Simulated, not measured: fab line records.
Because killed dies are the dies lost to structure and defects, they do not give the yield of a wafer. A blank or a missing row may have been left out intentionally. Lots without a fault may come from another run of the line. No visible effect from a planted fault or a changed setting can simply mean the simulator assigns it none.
Which tool did it? | flow sky130 | 10 lots with 30 wafers sampled at 5 steps, on a route of 708 steps

WHAT THE GAUGES SHOWED, per wafer
Not one reading of a measure or inspect step in the record can be checked against a usual standard deviation.

TOOL THAT RAN EACH LOT (tool first, then ch and the chambers of the sampled wafers, then the start)
lot  | SKY_GATE_OXIDE_STRIP_13              | SKY_POLY_GATE_IMPLANT_02        | SKY_RES_PROTECT_STRIP_07             | SKY_POLY_GATE_ETCH_17            | SKY_POLY_GATE_STRIP_18
L682 | plasma-asher-03 ch 0,1, day 13 18:28 | implanter-04 ch 0, day 15 00:38 | plasma-asher-03 ch 1, day 15 00:47   | rie-si-02 ch 0,1, day 16 07:37   | plasma-asher-04 ch 0,1, day 16 07:40
L683 | plasma-asher-04 ch 0,1, day 14 01:58 | implanter-03 ch 0, day 15 07:32 | plasma-asher-02 ch 0,1, day 15 07:41 | rie-si-01 ch 0,1,2, day 16 12:13 | plasma-asher-04 ch 0,1, day 16 12:16
L684 | plasma-asher-04 ch 0,1, day 14 08:37 | implanter-03 ch 0, day 15 14:41 | plasma-asher-02 ch 0,1, day 15 14:50 | rie-si-02 ch 0,1,2, day 16 20:37 | plasma-asher-02 ch 0,1, day 16 20:40
L686 | plasma-asher-03 ch 0,1, day 15 03:30 | implanter-01 ch 0, day 16 10:35 | plasma-asher-03 ch 0,1, day 16 10:44 | rie-si-02 ch 2,3, day 17 17:31   | plasma-asher-01 ch 0,1, day 17 17:34
L688 | plasma-asher-01 ch 0,1, day 16 05:10 | implanter-04 ch 0, day 17 16:01 | plasma-asher-03 ch 0,1, day 17 16:08 | rie-si-02 ch 0,2,3, day 19 00:11 | plasma-asher-04 ch 0,1, day 19 00:14
L691 | plasma-asher-03 ch 0,1, day 17 03:30 | implanter-01 ch 0, day 18 16:31 | plasma-asher-02 ch 0,1, day 18 16:39 | rie-si-02 ch 0,1,2, day 20 02:55 | plasma-asher-01 ch 0,1, day 20 02:59
L692 | plasma-asher-04 ch 0,1, day 17 09:16 | implanter-03 ch 0, day 19 01:36 | plasma-asher-03 ch 0,1, day 19 01:43 | rie-si-01 ch 1,2,3, day 20 11:10 | plasma-asher-04 ch 0,1, day 20 11:15
L695 | plasma-asher-04 ch 0, day 18 19:52   | implanter-01 ch 0, day 20 06:17 | plasma-asher-03 ch 1, day 20 06:26   | rie-si-01 ch 1,2,3, day 21 16:01 | plasma-asher-01 ch 1, day 21 16:04
L699 | plasma-asher-04 ch 0,1, day 20 02:15 | implanter-01 ch 0, day 21 11:32 | plasma-asher-04 ch 0,1, day 21 11:40 | rie-si-02 ch 1,2,3, day 22 20:42 | plasma-asher-02 ch 0,1, day 22 20:47
L703 | plasma-asher-01 ch 0,1, day 21 09:03 | implanter-03 ch 0, day 22 18:31 | plasma-asher-02 ch 0,1, day 22 18:38 | rie-si-01 ch 2,3, day 24 02:39   | plasma-asher-04 ch 0,1, day 24 02:43
- SKY_GATE_OXIDE_STRIP_13: strips in O2/N2.
- SKY_POLY_GATE_IMPLANT_02
- SKY_RES_PROTECT_STRIP_07: strips in O2/N2.
- SKY_POLY_GATE_ETCH_17: etches poly-Si in HBr/Cl2, stops on SiO2, target depth 180 nm, time 70.5 s.
- SKY_POLY_GATE_STRIP_18: strips in O2/N2.

AS READ BY THE TOOLS THEMSELVES (means over the sampled wafers that have a number; for cases with no such wafer, the mark the record gives instead)
SKY_GATE_OXIDE_STRIP_13. Usual: drypump-motor-current-A 5.7 A, standard deviation 0.5; o2-flow-sccm 3001 sccm, standard deviation 8; oes-product-au 0.716 a.u., standard deviation 0.0044; strip-time-to-endpoint-s 14.19 s, standard deviation 0.038.
lot  | tool            | drypump-motor-current-A (A) | o2-flow-sccm (sccm) | oes-product-au (a.u.) | strip-time-to-endpoint-s (s) | flag
L682 | plasma-asher-03 | 5.3                         | 3006                | 0.717                 | 14.19                        |
L683 | plasma-asher-04 | 6.0                         | 3004                | 0.712                 | 14.13                        |
L684 | plasma-asher-04 | 6.0                         | 3006                | 0.719                 | 14.20                        |
L686 | plasma-asher-03 | 5.3                         | 2986                | 0.714                 | 14.23                        |
L688 | plasma-asher-01 | 5.6                         | 3008                | 0.715                 | 14.21                        |
L691 | plasma-asher-03 | 5.3                         | 3003                | 0.720                 | 14.18                        |
L692 | plasma-asher-04 | 6.0                         | 2997                | 0.718                 | 14.22                        |
L695 | plasma-asher-04 | 5.3                         | 3003                | 0.718                 | 14.24                        |
L699 | plasma-asher-04 | 6.0                         | 2999                | 0.716                 | 14.18                        |
L703 | plasma-asher-01 | 5.9                         | 3005                | 0.714                 | 14.16                        |

SKY_POLY_GATE_IMPLANT_02. Usual: beam-on-s 32.4 s, standard deviation 1.3; dose-ions-cm2 7.7e+15, standard deviation 8.8e+12; faraday-current-uA 13072, standard deviation 510.
lot  | tool         | beam-on-s (s) | dose-ions-cm2 | faraday-current-uA | flag
L682 | implanter-04 | 33.7          | 7.7e+15       | 12601              |
L683 | implanter-03 | 30.3          | 7.7e+15       | 13931              |
L684 | implanter-03 | 31.4          | 7.7e+15       | 13448              |
L686 | implanter-01 | 32.8          | 7.7e+15       | 12915              |
L688 | implanter-04 | 33.8          | 7.7e+15       | 12568              |
L691 | implanter-01 | 32.3          | 7.7e+15       | 13079              |
L692 | implanter-03 | 30.8          | 7.7e+15       | 13752              |
L695 | implanter-01 | 22.7          | 5.4e+15       | 12933              | OFF
L699 | implanter-01 | 23.0          | 5.4e+15       | 12852              | OFF
L703 | implanter-03 | 31.3          | 7.7e+15       | 13482              |

SKY_RES_PROTECT_STRIP_07. Usual: drypump-motor-current-A 5.6 A, standard deviation 0.5; o2-flow-sccm 2999 sccm, standard deviation 9.3; oes-product-au 0.518 a.u., standard deviation 0.0044; strip-time-to-endpoint-s 23.32 s, standard deviation 0.053.
lot  | tool            | drypump-motor-current-A (A) | o2-flow-sccm (sccm) | oes-product-au (a.u.) | strip-time-to-endpoint-s (s) | flag
L682 | plasma-asher-03 | 5.1                         | 3003                | 0.517                 | 23.26                        |
L683 | plasma-asher-02 | 6.0                         | 2992                | 0.516                 | 23.36                        |
L684 | plasma-asher-02 | 6.0                         | 2997                | 0.523                 | 23.36                        |
L686 | plasma-asher-03 | 5.4                         | 3009                | 0.521                 | 23.42                        |
L688 | plasma-asher-03 | 5.3                         | 3003                | 0.517                 | 23.43                        |
L691 | plasma-asher-02 | 5.7                         | 2994                | 0.519                 | 23.24                        |
L692 | plasma-asher-03 | 5.4                         | 3007                | 0.517                 | 23.29                        |
L695 | plasma-asher-03 | 5.1                         | 2993                | 0.536                 | 21.84                        | OFF
L699 | plasma-asher-04 | 6.0                         | 3000                | 0.541                 | 21.88                        | OFF
L703 | plasma-asher-02 | 5.7                         | 3003                | 0.517                 | 23.26                        |

SKY_POLY_GATE_ETCH_17. Usual: drypump-motor-current-A 5.6 A, standard deviation 0.41; oes-product-au 0.986 a.u., standard deviation 0.0066; throttle-valve-pct 33.684 %, standard deviation 0.0095.
lot  | tool      | drypump-motor-current-A (A) | oes-product-au (a.u.) | throttle-valve-pct (%) | flag
L682 | rie-si-02 | 5.9                         | 0.986                 | 33.685                 |
L683 | rie-si-01 | 5.6                         | 0.982                 | 33.673                 |
L684 | rie-si-02 | 5.7                         | 0.990                 | 33.687                 |
L686 | rie-si-02 | 5.6                         | 0.992                 | 33.680                 |
L688 | rie-si-02 | 5.9                         | 0.984                 | 33.680                 |
L691 | rie-si-02 | 5.7                         | 0.985                 | 33.683                 |
L692 | rie-si-01 | 5.6                         | 0.982                 | 33.679                 |
L695 | rie-si-01 | 5.6                         | 0.985                 | 33.680                 |
L699 | rie-si-02 | 5.4                         | 0.996                 | 33.689                 |
L703 | rie-si-01 | 5.9                         | 0.989                 | 33.692                 |

SKY_POLY_GATE_STRIP_18. Usual: drypump-motor-current-A 5.8 A, standard deviation 0.51; o2-flow-sccm 3000 sccm, standard deviation 8.4; oes-product-au 0.362 a.u., standard deviation 0.0047; strip-time-to-endpoint-s 3.20 s, standard deviation 0.04.
lot  | tool            | drypump-motor-current-A (A) | o2-flow-sccm (sccm) | oes-product-au (a.u.) | strip-time-to-endpoint-s (s) | flag
L682 | plasma-asher-04 | 5.7                         | 2999                | 0.362                 | 3.17                         |
L683 | plasma-asher-04 | 6.0                         | 2992                | 0.366                 | 3.20                         |
L684 | plasma-asher-02 | 5.7                         | 3002                | 0.361                 | 3.17                         |
L686 | plasma-asher-01 | 5.9                         | 3005                | 0.360                 | 3.15                         |
L688 | plasma-asher-04 | 6.0                         | 2999                | 0.365                 | 3.23                         |
L691 | plasma-asher-01 | 5.6                         | 2999                | 0.364                 | 3.24                         |
L692 | plasma-asher-04 | 6.0                         | 2993                | 0.363                 | 3.20                         |
L695 | plasma-asher-01 | 6.1                         | 3001                | 0.362                 | 3.22                         |
L699 | plasma-asher-02 | 5.6                         | 3002                | 0.365                 | 3.22                         |
L703 | plasma-asher-04 | 6.0                         | 2994                | 0.357                 | 3.19                         |

THE ANSWER, worked out from the rows above alone
Rule: a lot is off if the mean of its wafers that have a number lies more than 3 standard deviations from the usual mean. A lot without any number at a reading at which 4 lots or more have one is off too. Where the step has rows for the other lots, those lots are counted as sound. The gauges are gone through in route order, then the tools' own readings, and for those a lot's mean is taken as printed above. At the first step where some lot is off, the reading lying furthest off is the one used; lots without a number count as furthest.
Off at SKY_POLY_GATE_IMPLANT_02 (dose-ions-cm2): L695, L699.
A tool fits if, at that step or a process step before it, it ran every lot that is off, and no sound lot after the first of them. 2 tools fit, plasma-asher-04 at SKY_GATE_OXIDE_STRIP_13 and implanter-01 at SKY_POLY_GATE_IMPLANT_02, so this cannot tell which one it is.

WHAT THE SIMULATOR HAD PUT IN
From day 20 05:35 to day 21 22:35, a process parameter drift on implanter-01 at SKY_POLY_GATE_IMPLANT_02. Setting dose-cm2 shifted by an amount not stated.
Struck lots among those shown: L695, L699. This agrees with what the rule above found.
